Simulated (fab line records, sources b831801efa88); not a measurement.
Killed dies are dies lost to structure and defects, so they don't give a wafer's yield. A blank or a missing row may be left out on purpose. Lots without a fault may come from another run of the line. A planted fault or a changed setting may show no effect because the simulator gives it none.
fab line records | flow sky130
record lots=14 wafers=42 last_day=50
route steps=708 shown FIELD_ISO@26 PWDE@54 NWELL@78 VT_ADJUST_HVTP@95
lots that met no fault: from a run of the same line without faults
start_h: hours from the record's first day to the start of the lot's first wafer shown | wait_h: hours since the lot's step before | " the same as in the row above | L1.1+2: a row that stands for several wafers | - no value, or no start given | * or withheld: withheld | < > ~ a bound
route shown NAME@n: a module of which the file shows steps, and the number in the route of the first | usual: mean/standard deviation of fault-free wafers | same: alike in all rows | chamber/n: place in a boat | sites: the reading at each site | _std_site: their standard deviation | _edge_site: outer sites' mean less inner sites' | radius_mm: how far each site lies from the wafer's centre | mask NAME#n: copy n | behind: the tool/chamber that last shaped the wafer | hold: why the lot was held/for how many hours/how that ended | device: the transistor (n, p or np) that didn't switch | end of line: the same wafers' tests at the end of the route | a step without rows: its recipe alone | killed: dies lost to structure and defects at the first sort, not the wafer's yield | map: a wafer's dies, x killed, . not, _ none there
set.NAME: the setting as run; set.NAME@STEP: as run at that earlier step | model.NAME: the simulator's own value behind a step, which no gauge read
steps of the route over a sample of lots; a table a step, a row a wafer
services: from which hour (start_h, from the record's first day; less than 0 if before it) a tool's chamber was out of use, for how many hours, and why
## steps
# step SKY_FIELD_ISO_THK_MEAS_25
# recipe reads=SiO2_of_FIELD_ISO_CVD_24
# usual FIELD_ISO_CVD_24_THK=596/7.4
# columns lot.wafer tool chamber start_h wait_h FIELD_ISO_CVD_24_THK[nm]
L772.2 film_metro-04 - 35.95 0.0 597
L772.3 " - " " 595
L772.5 " - " " 593
L773.2 film_metro-02 - 41.34 0.0 598
L773.5 " - " " 590
L773.6 " - " " 600
L774.1 film_metro-02 - 47.71 0.0 601
L774.4 " - " " 599
L774.6 " - " " 598
L775.1 film_metro-02 - 54.35 0.0 590
L775.4 " - " " 604
L775.6 " - " " 595
L778.1 film_metro-04 - 69.33 0.0 605
L778.3 " - " " 588
L778.6 " - " " 601
L779.1 film_metro-02 - 74.98 0.0 602
L779.2 " - " " 593
L779.5 " - " " 601
L781.1 film_metro-02 - 83.23 0.0 596
L781.2 " - " " 588
L781.5 " - " " 586
L785.1 film_metro-04 - 105.33 0.0 590
L785.2 " - " " 605
L785.6 " - " " 606
L786.1 film_metro-04 - 110.16 0.0 593
L786.2 " - " " 609
L786.4 " - " " 607
L787.3 film_metro-01 - 114.01 0.1 578
L787.5 " - " " 584
L787.6 " - " " 579
L790.1 film_metro-04 - 130.78 0.0 595
L790.2 " - " " 599
L790.5 " - " " 597
L792.1 film_metro-01 - 141.78 0.0 590
L792.3 " - " " 591
L792.5 " - " " 586
L793.1 film_metro-01 - 145.09 0.1 592
L793.3 " - " " 593
L793.4 " - " " 596
L794.2 film_metro-02 - 150.73 0.0 593
L794.4 " - " " 589
L794.5 " - " " 588
# step SKY_PWDE_STRIP_09
# recipe chemistry=O2/N2 power_w=1400 pressure_mtorr=1500 platen_temp_c=withheld o2_flow_sccm=3000 n2_flow_sccm=300 overash_fraction=0.5
# usual chamber_pressure_mTorr=1500.1/1.5 drypump_motor_current_A=5.6/0.37 n2_flow_sccm=300.0/0.95 oes_product_au=0.722/0.0039 strip_time_to_endpoint_s=36.89/0.12
# columns lot.wafer tool chamber start_h wait_h chamber_pressure_mTorr drypump_motor_current_A n2_flow_sccm oes_product_au rf_hours_counter_h strip_time_to_endpoint_s
L772.2 plasma_asher-01 1 72.71 0.1 1500.0 5.4 299.7 0.726 39 36.96
L772.3 " 0 " " 1500.9 6.2 298.4 0.715 - 37.01
L772.5 " 0 " " 1500.0 6.2 300.9 0.714 - 36.99
L773.2 plasma_asher-03 1 78.87 0.1 1502.6 5.3 300.6 0.723 27 36.74
L773.5 " 1 " " 1501.5 5.3 299.5 0.720 - 36.66
L773.6 " 0 " " 1497.1 5.8 299.9 0.721 - 36.74
L774.1 plasma_asher-03 0 83.97 0.1 1499.9 5.8 297.9 0.714 27 36.78
L774.4 " 0 " " 1498.2 5.8 300.2 0.718 - 36.65
L774.6 " 1 " " 1496.7 5.3 299.3 0.717 - 36.70
L775.1 plasma_asher-03 0 92.27 0.1 1502.3 5.8 299.6 0.729 28 36.96
L775.4 " 1 " " 1500.0 5.3 298.2 0.722 - 36.92
L775.6 " 1 " " 1499.4 5.3 298.4 0.719 - 36.91
L778.1 plasma_asher-03 0 109.16 0.1 1499.4 5.8 299.8 0.728 30 37.03
L778.3 " 0 " " 1496.5 5.8 299.6 0.720 - 37.12
L778.6 " 0 " " 1500.8 5.9 300.8 0.724 - 37.01
L779.1 plasma_asher-03 1 116.26 0.1 1498.7 5.3 299.6 0.725 31 36.89
L779.2 " 0 " " 1501.6 5.8 300.8 0.726 31 36.85
L779.5 " 0 " " 1499.1 5.8 300.2 0.721 - 36.97
L781.1 plasma_asher-02 1 123.37 0.1 1502.4 5.2 298.9 0.726 45 36.90
L781.2 " 0 " " 1498.0 6.2 300.7 0.725 45 36.89
L781.5 " 0 " " 1502.8 6.2 301.3 0.716 - 36.80
L785.1 plasma_asher-03 0 149.67 0.1 1500.9 5.8 299.5 0.719 35 36.95
L785.2 " 1 " " 1500.7 5.3 300.5 0.729 35 36.92
L785.6 " 0 " " 1501.1 5.8 300.1 0.728 - 36.87
L786.1 plasma_asher-03 0 153.92 0.1 1499.0 5.8 300.9 0.721 35 36.86
L786.2 " 1 " " 1501.0 5.3 300.6 0.725 35 36.80
L786.4 " 1 " " 1499.8 5.3 299.6 0.725 - 36.92
L787.3 plasma_asher-02 1 159.10 0.1 1500.1 5.1 300.7 0.727 - 36.77
L787.5 " 0 " " 1504.5 6.2 300.1 0.730 - 36.78
L787.6 " 1 " " 1499.7 5.2 300.2 0.720 - 36.84
L790.1 plasma_asher-03 0 180.60 0.1 1498.7 5.8 299.6 0.724 37 36.89
L790.2 " 1 " " 1500.0 5.3 298.6 0.730 37 36.91
L790.5 " 1 " " 1501.1 5.3 298.0 0.722 - 36.90
L792.1 plasma_asher-01 1 185.66 0.1 1499.5 5.5 298.9 0.728 5 37.15
L792.3 " 1 " " 1499.2 5.5 301.1 0.726 - 37.05
L792.5 " 1 " " 1500.0 5.4 299.6 0.718 - 37.32
L793.1 plasma_asher-02 0 186.31 0.1 1499.7 6.2 299.8 0.727 52 36.86
L793.3 " 1 " " 1499.8 5.2 300.0 0.727 - 36.94
L793.4 " 0 " " 1498.7 6.2 300.0 0.724 - 36.85
L794.2 plasma_asher-03 0 196.17 0.1 1499.1 5.8 300.2 0.715 39 36.74
L794.4 " 1 " " 1499.9 5.3 299.3 0.725 - 36.81
L794.5 " 1 " " 1501.2 5.3 300.1 0.718 - 36.88
# step SKY_NWELL_STRIP_25
# recipe chemistry=O2/N2 power_w=1400 pressure_mtorr=1500 platen_temp_c=withheld o2_flow_sccm=3000 n2_flow_sccm=300 overash_fraction=0.5
# usual chamber_pressure_mTorr=1500.2/1.4 drypump_motor_current_A=5.6/0.62 n2_flow_sccm=299.9/0.81 oes_product_au=0.722/0.0045 strip_time_to_endpoint_s=36.83/0.11
# columns lot.wafer tool chamber start_h wait_h chamber_pressure_mTorr drypump_motor_current_A n2_flow_sccm oes_product_au rf_hours_counter_h strip_time_to_endpoint_s
L772.2 plasma_asher-04 1 108.20 0.1 1501.9 4.7 300.0 0.731 41 36.75
L772.3 " 0 " " 1500.1 6.5 301.2 0.717 - 36.91
L772.5 " 0 " " 1501.9 6.5 301.0 0.719 - 36.88
L773.2 plasma_asher-03 0 114.77 0.1 1500.7 5.8 298.7 0.725 31 37.03
L773.5 " 1 " " 1499.7 5.3 299.5 0.721 - 36.95
L773.6 " 0 " " 1500.5 5.8 299.1 0.719 - 36.99
L774.1 plasma_asher-03 1 120.00 0.1 1497.1 5.3 300.8 0.724 32 36.75
L774.4 " 0 " " 1501.8 5.8 300.3 0.718 - 36.82
L774.6 " 1 " " 1499.9 5.3 299.5 0.723 - 36.86
L775.1 plasma_asher-04 1 129.42 0.1 1500.6 4.7 299.6 0.722 43 36.87
L775.4 " 1 " " 1498.2 4.7 301.3 0.717 - 37.02
L775.6 " 1 " " 1501.6 4.7 300.7 0.731 - 37.00
L778.1 plasma_asher-03 1 147.32 0.1 1500.4 5.3 300.2 0.724 35 36.87
L778.3 " 0 " " 1502.0 5.8 300.8 0.720 - 36.94
L778.6 " 0 " " 1499.5 5.8 298.7 0.720 - 36.89
L779.1 plasma_asher-04 0 155.67 0.1 1498.9 6.5 299.5 0.724 47 36.81
L779.2 " 1 " " 1500.8 4.7 300.6 0.738 47 36.63
L779.5 " 1 " " 1499.9 4.7 299.6 0.730 - 36.61
L781.1 plasma_asher-03 0 162.77 0.1 1501.4 5.8 299.5 0.720 36 36.74
L781.2 " 1 " " 1499.8 5.3 298.1 0.723 36 36.69
L781.5 " 1 " " 1500.1 5.3 299.0 0.726 - 36.58
L785.1 plasma_asher-04 1 187.72 0.1 1500.9 4.7 300.6 0.722 50 36.75
L785.2 " 0 " " 1502.4 6.5 301.0 0.721 50 36.84
L785.6 " 0 " " 1501.9 6.5 300.6 0.726 - 36.73
L786.1 plasma_asher-04 1 200.02 0.1 - - - - - -
L786.2 " 0 " " - - - - - -
L786.4 " 1 " " - - - - - -
L787.3 plasma_asher-01 0 202.88 0.1 - - - - - -
L787.5 " 0 " " - - - - - -
L787.6 " 1 " " - - - - - -
L790.1 plasma_asher-01 0 219.87 0.1 1502.2 6.2 300.7 0.723 7 36.98
L790.2 " 1 " " 1501.5 5.5 300.8 0.721 7 36.94
L790.5 " 0 " " 1497.4 6.2 298.6 0.720 - 36.96
L792.1 plasma_asher-01 0 228.22 0.1 1500.3 6.2 301.1 0.718 8 36.99
L792.3 " 0 " " 1500.5 6.2 300.5 0.723 - 36.97
L792.5 " 0 " " 1499.4 6.1 298.9 0.729 - 36.82
L793.1 plasma_asher-04 1 229.50 0.1 1499.8 4.7 299.5 0.720 55 36.74
L793.3 " 0 " " 1502.5 6.5 300.6 0.725 - 36.69
L793.4 " 1 " " 1498.1 4.7 299.5 0.715 - 36.72
L794.2 plasma_asher-04 1 240.62 0.1 1499.5 4.7 299.0 0.727 55 36.81
L794.4 " 1 " " 1502.0 4.7 299.2 0.723 - 36.70
L794.5 " 0 " " 1497.5 6.5 300.2 0.722 - 36.73
# step SKY_NWELL_RS_MEAS_29
# recipe thk_meas_gauge=four-point-probe
# usual NWELL_RS=624.9/1.6
# columns lot.wafer tool chamber start_h wait_h NWELL_RS[ohm/sq]
L772.2 film_metro-03 - 108.53 0.1 625.0
L772.3 " - " " 626.7
L772.5 " - " " 624.6
L773.2 film_metro-03 - 115.10 0.1 623.4
L773.5 " - " " 621.8
L773.6 " - " " 622.3
L774.1 film_metro-02 - 120.32 0.1 628.6
L774.4 " - " " 627.3
L774.6 " - " " 627.1
L775.1 film_metro-02 - 129.73 0.1 624.0
L775.4 " - " " 626.2
L775.6 " - " " 624.2
L778.1 film_metro-02 - 147.63 0.1 626.5
L778.3 " - " " 625.6
L778.6 " - " " 624.9
L779.1 film_metro-01 - 155.98 0.1 627.2
L779.2 " - " " 627.2
L779.5 " - " " 626.6
L781.1 film_metro-03 - 163.08 0.1 624.5
L781.2 " - " " 625.5
L781.5 " - " " 624.1
L785.1 film_metro-03 - 188.03 0.1 624.3
L785.2 " - " " 621.7
L785.6 " - " " 622.7
L786.1 film_metro-02 - 200.33 0.1 627.0
L786.2 " - " " 628.4
L786.4 " - " " 626.3
L787.3 film_metro-02 - 203.20 0.1 624.1
L787.5 " - " " 623.8
L787.6 " - " " 623.7
L790.1 film_metro-01 - 220.18 0.1 625.5
L790.2 " - " " 625.6
L790.5 " - " " 627.0
L792.1 film_metro-01 - 228.53 0.1 623.5
L792.3 " - " " 623.6
L792.5 " - " " 624.3
L793.1 film_metro-02 - 229.81 0.1 624.6
L793.3 " - " " 624.4
L793.4 " - " " 623.7
L794.2 film_metro-02 - 240.95 0.1 627.3
L794.4 " - " " 625.7
L794.5 " - " " 626.6
# step SKY_VT_ADJUST_HVTP_STRIP_10
# recipe chemistry=O2/N2 power_w=1400 pressure_mtorr=1500 platen_temp_c=withheld o2_flow_sccm=3000 n2_flow_sccm=300 overash_fraction=0.5
# usual chamber_pressure_mTorr=1500.0/1.3 drypump_motor_current_A=5.6/0.61 n2_flow_sccm=299.9/0.86 oes_product_au=0.715/0.0045 strip_time_to_endpoint_s=14.16/0.038
# columns lot.wafer tool chamber start_h wait_h chamber_pressure_mTorr drypump_motor_current_A n2_flow_sccm oes_product_au rf_hours_counter_h strip_time_to_endpoint_s
L772.2 plasma_asher-04 1 127.82 0.1 1499.9 4.7 299.8 0.719 43 14.18
L772.3 " 0 " " 1499.0 6.5 298.5 0.714 - 14.22
L772.5 " 1 " " 1499.7 4.7 299.9 0.711 - 14.19
L773.2 plasma_asher-04 0 133.83 0.1 1500.9 6.5 300.0 0.711 44 14.23
L773.5 " 0 " " 1499.0 6.5 300.4 0.722 - 14.22
L773.6 " 1 " " 1500.9 4.7 299.1 0.716 - 14.15
L774.1 plasma_asher-03 0 140.03 0.1 1500.3 5.8 300.2 0.711 34 14.09
L774.4 " 1 " " 1498.9 5.3 298.6 0.706 - 14.10
L774.6 " 1 " " 1501.8 5.3 299.3 0.719 - 14.15
L775.1 plasma_asher-03 1 149.12 0.1 1502.4 5.3 300.4 0.706 35 14.17
L775.4 " 1 " " 1500.9 5.3 300.0 0.715 - 14.12
L775.6 " 0 " " 1499.9 5.8 299.9 0.718 - 14.15
L778.1 plasma_asher-04 0 168.04 0.1 1501.6 6.5 300.7 0.717 48 14.17
L778.3 " 1 " " 1499.1 4.7 299.5 0.710 - 14.16
L778.6 " 1 " " 1501.9 4.7 299.2 0.714 - 14.10
L779.1 plasma_asher-03 1 181.50 0.1 1499.5 5.3 301.4 0.714 38 14.18
L779.2 " 0 " " 1498.2 5.8 301.2 0.726 38 14.19
L779.5 " 0 " " 1500.2 5.8 299.4 0.707 - 14.17
L781.1 plasma_asher-02 0 183.34 0.1 1500.0 6.3 299.1 0.718 51 14.14
L781.2 " 1 " " 1503.2 5.2 300.4 0.712 51 14.16
L781.5 " 0 " " 1502.6 6.2 299.9 0.716 - 14.21
L785.1 plasma_asher-03 0 209.52 0.1 1498.7 5.9 299.2 0.714 41 14.18
L785.2 " 1 " " 1501.4 5.3 299.4 0.711 41 14.17
L785.6 " 1 " " 1498.7 5.3 299.7 0.721 - 14.18
L786.1 plasma_asher-03 1 221.19 0.1 1499.3 5.3 301.1 0.730 41 58.43
L786.2 " 0 " " 1500.0 5.8 300.2 0.727 41 58.46
L786.4 " 1 " " 1501.2 5.3 300.9 0.729 - 58.28
L787.3 plasma_asher-04 1 224.97 0.1 1498.7 4.7 299.7 0.729 - 58.47
L787.5 " 0 " " 1499.0 6.5 299.9 0.731 - 58.51
L787.6 " 1 " " 1498.5 4.7 300.9 0.732 - 58.48
L790.1 plasma_asher-02 1 242.14 0.1 1498.9 5.2 301.6 0.714 57 14.18
L790.2 " 0 " " 1497.8 6.2 300.8 0.713 57 14.28
L790.5 " 1 " " 1499.9 5.2 300.5 0.718 - 14.21
L792.1 plasma_asher-02 0 250.99 0.1 1501.4 6.3 299.1 0.721 59 14.17
L792.3 " 0 " " 1500.9 6.2 299.1 0.721 - 14.15
L792.5 " 1 " " 1500.1 5.2 300.4 0.719 - 14.19
L793.1 plasma_asher-02 1 251.77 0.1 1502.1 5.1 298.6 0.724 59 14.14
L793.3 " 1 " " 1499.9 5.2 300.0 0.719 - 14.12
L793.4 " 0 " " 1500.8 6.3 299.7 0.716 - 14.18
L794.2 plasma_asher-04 0 263.04 0.1 1496.9 6.5 299.3 0.715 57 14.21
L794.4 " 1 " " 1500.8 4.7 299.2 0.716 - 14.17
L794.5 " 1 " " 1499.3 4.7 297.8 0.713 - 14.18
# step SKY_VT_ADJUST_HVTP_TW_MEAS_11
# usual VT_ADJUST_HVTP_TW=1373/16
# columns lot.wafer tool chamber start_h wait_h VT_ADJUST_HVTP_TW
L772.2 film_metro-03 - 127.93 0.1 1356
L772.3 " - " " 1364
L772.5 " - " " 1360
L773.2 film_metro-04 - 133.94 0.1 1390
L773.5 " - " " 1388
L773.6 " - " " 1378
L774.1 film_metro-03 - 140.13 0.1 1363
L774.4 " - " " 1355
L774.6 " - " " 1362
L775.1 film_metro-04 - 149.22 0.1 1396
L775.4 " - " " 1400
L775.6 " - " " 1395
L778.1 film_metro-04 - 168.14 0.1 1396
L778.3 " - " " 1394
L778.6 " - " " 1392
L779.1 film_metro-03 - 181.60 0.1 1356
L779.2 " - " " 1357
L779.5 " - " " 1364
L781.1 film_metro-01 - 183.44 0.1 1381
L781.2 " - " " 1377
L781.5 " - " " 1374
L785.1 film_metro-03 - 209.62 0.1 1362
L785.2 " - " " 1358
L785.6 " - " " 1352
L786.1 film_metro-03 - 221.29 0.1 30
L786.2 " - " " 30
L786.4 " - " " 30
L787.3 film_metro-03 - 225.06 0.1 30
L787.5 " - " " 30
L787.6 " - " " 30
L790.1 film_metro-01 - 242.24 0.1 1380
L790.2 " - " " 1380
L790.5 " - " " 1377
L792.1 film_metro-01 - 251.09 0.1 1377
L792.3 " - " " 1375
L792.5 " - " " 1370
L793.1 film_metro-03 - 251.87 0.1 1351
L793.3 " - " " 1355
L793.4 " - " " 1350
L794.2 film_metro-03 - 263.15 0.1 1346
L794.4 " - " " 1340
L794.5 " - " " 1357
## services
# columns tool chamber start_h hours kind
plasma_asher-02 - 54.48 2.1 repair
plasma_asher-04 - 54.83 14.6 pm
plasma_asher-01 - 95.45 15.6 pm
plasma_asher-01 - 111.05 9.0 pm
plasma_asher-01 0 111.05 9.0 vent_cycle
plasma_asher-01 1 111.05 9.0 vent_cycle
plasma_asher-01 0 120.05 - clean
plasma_asher-01 1 120.05 - clean
plasma_asher-01 - 130.10 14.6 pm
plasma_asher-01 - 204.78 7.1 pm
plasma_asher-04 - 211.23 2.8 repair
plasma_asher-03 - 217.19 3.3 repair
plasma_asher-02 - 228.84 0.3 repair
## key
first_sign step=SKY_NWELL_STRIP_25 reading=tool_record direction=missing
effect step=SKY_VT_ADJUST_HVTP_STRIP_10 reading=strip_time_to_endpoint_s direction=up sigmas=99+ usual=* struck=*
effect step=SKY_VT_ADJUST_HVTP_TW_MEAS_11 reading=VT_ADJUST_HVTP_TW direction=down sigmas=86 usual=1373 struck=30
met_at SKY_NWELL_STRIP_25
struck_lots L786,L787
sort_left_out L786.1,L786.2,L786.4,L787.3,L787.5,L787.6
tester_left_out L786,L787
not_acting_at SKY_FIELD_ISO_THK_MEAS_25,SKY_PWDE_STRIP_09,SKY_NWELL_RS_MEAS_29
onset_between 187.72 200.02
fault kind=skipped_step_whole tool=plasma_asher-01,plasma_asher-04 chamber=- onset_h=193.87 steps=SKY_NWELL_STRIP_25 scope=struck_lots_only
# tester_left_out: of these lots the tester's yield and bins aren't shown, on N5 and GAA mostly nor the transistor test; their killed dies are dies lost to structure and defects alone, not to doping, threshold or leakage, so they don't give the yield
# sort_left_out: the simulated sort isn't trusted on such a fault, so these wafers' sort isn't shown, and their yield isn't known
